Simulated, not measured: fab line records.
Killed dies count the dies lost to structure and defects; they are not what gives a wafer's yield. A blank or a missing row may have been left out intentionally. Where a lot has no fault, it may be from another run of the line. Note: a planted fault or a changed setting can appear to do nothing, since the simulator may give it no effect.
One fault through the eyes of 2 desks	flow sky130	numbers are kept per desk, each desk with only its own; the story behind them comes last

== AT THE METROLOGY DESK ==
Lot by lot, what the gauges showed, no matter which tool ran the lot: averages of those sampled wafers that carry a number. The brackets show how far a lot's mean lies from the usual mean; more than 4 standard deviations puts the lot out of limits, marked OUT.
Columns: A = PASSIVATION_CVD_00_THK at SKY_PASSIVATION_THK_MEAS_01, usual 89.7 nm
lot	first seen here	A
L132	day 46 04:54	90.1
L134	day 46 10:07	89.9
L140	day 47 11:46	86.1
L144	day 48 16:43	91.1
L146	day 48 23:33	90.3
This desk's finding: nothing out of limits on any of the 5 lots.

== FOR THE TOOL OWNER'S DESK: pecvd-04 ==
The tool's own readings at SKY_PASSIVATION_CVD_00 (deposits SiO2, target thk 90 nm): means of the sampled wafers that have a number, for each lot that ran on this tool. The brackets show how far a lot's mean lies from the usual mean; more than 4 standard deviations puts the lot out of limits, marked OUT.
Columns: A = heaterPowerW at SKY_PASSIVATION_CVD_00, usual 620 W
lot	first seen here	A
L134	day 46 10:04	622
L140	day 47 11:44	609
This desk's finding: nothing out of limits on any of the 2 lots.

== TAKEN TOGETHER ==
The metrology desk saw nothing out of limits.
The desk of the tool owner found nothing out of limits.

== WHAT WAS PUT IN BY THE SIMULATOR ==
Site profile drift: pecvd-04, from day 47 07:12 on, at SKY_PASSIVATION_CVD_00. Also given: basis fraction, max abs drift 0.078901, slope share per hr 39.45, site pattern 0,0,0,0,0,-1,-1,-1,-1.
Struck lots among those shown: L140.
